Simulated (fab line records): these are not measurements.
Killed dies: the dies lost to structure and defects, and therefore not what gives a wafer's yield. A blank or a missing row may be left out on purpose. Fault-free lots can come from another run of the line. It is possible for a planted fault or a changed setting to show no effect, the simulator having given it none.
Matching of chambers || flow gf180mcu || 3 sister chambers for GF_V4_CVD_02 on pecvd-01
The step deposits SiO2 from TEOS, target thk 850 nm, time 94.851 s. 6 wafers are shown with their chamber, then 9 later ones without.

WAFERS PAIRED WITH THEIR CHAMBERS
{"wafer": "L086.1", "chamber": 1, "heater power w (W)": 690, "rf fwd power W (W)": 595.5}
{"wafer": "L086.3", "chamber": 2, "heater power w (W)": 715, "rf fwd power W (W)": 597.0}
{"wafer": "L086.6", "chamber": 0, "heater power w (W)": 670, "rf fwd power W (W)": 598.5}
{"wafer": "L089.1", "chamber": 0, "heater power w (W)": 830, "rf fwd power W (W)": 596.3}
{"wafer": "L089.2", "chamber": 2, "heater power w (W)": 776, "rf fwd power W (W)": 596.0}
{"wafer": "L089.3", "chamber": 1, "heater power w (W)": 675, "rf fwd power W (W)": 596.9}

WAFERS WITH NO CHAMBER GIVEN
{"wafer": "L091.2", "heater power w (W)": 617, "rf fwd power W (W)": 599.5}
{"wafer": "L091.3", "heater power w (W)": 791, "rf fwd power W (W)": 597.1}
{"wafer": "L091.6", "heater power w (W)": 641, "rf fwd power W (W)": 599.1}
{"wafer": "L094.2", "heater power w (W)": 702, "rf fwd power W (W)": 596.6}
{"wafer": "L094.3", "heater power w (W)": 682, "rf fwd power W (W)": 596.6}
{"wafer": "L094.4", "heater power w (W)": 808, "rf fwd power W (W)": 595.0}
{"wafer": "L097.2", "heater power w (W)": 630, "rf fwd power W (W)": 595.9}
{"wafer": "L097.4", "heater power w (W)": 663, "rf fwd power W (W)": 599.4}
{"wafer": "L097.5", "heater power w (W)": 675, "rf fwd power W (W)": 596.4}

EACH ONE'S CHAMBER
{"wafer": "L091.2", "from the rows above": "can't be placed: 0 or 1 or 2", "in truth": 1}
{"wafer": "L091.3", "from the rows above": "can't be placed: 0 or 2 or 1", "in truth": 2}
{"wafer": "L091.6", "from the rows above": "can't be placed: 0 or 1 or 2", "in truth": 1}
{"wafer": "L094.2", "from the rows above": "can't be placed: 1 or 2 or 0", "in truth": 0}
{"wafer": "L094.3", "from the rows above": "can't be placed: 1 or 2 or 0", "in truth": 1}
{"wafer": "L094.4", "from the rows above": "can't be placed: 2 or 1 or 0", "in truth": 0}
{"wafer": "L097.2", "from the rows above": "can't be placed: 1 or 2 or 0", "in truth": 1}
{"wafer": "L097.4", "from the rows above": "can't be placed: 0 or 2 or 1", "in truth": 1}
{"wafer": "L097.5", "from the rows above": "can't be placed: 1 or 2 or 0", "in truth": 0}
Placed correctly: 0 of 9. Can't be placed from these rows: 9 (the true chamber is among the candidates in 9). Placed wrongly: 0.
How it was worked out, from the rows above alone: a wafer's distance from a chamber is the root of the sum, over the readings, of the square of ((its reading less the chamber's mean) divided by the reading's scatter). If the next closest chamber is less than 2 further off than the closest, the wafer can't be placed; otherwise it belongs to the closest. Each chamber's mean is taken over the wafers shown for it. The scatter: the root of (the sum of the squares of (reading less its chamber's mean) over the shown wafers, divided by (wafers less chambers)).
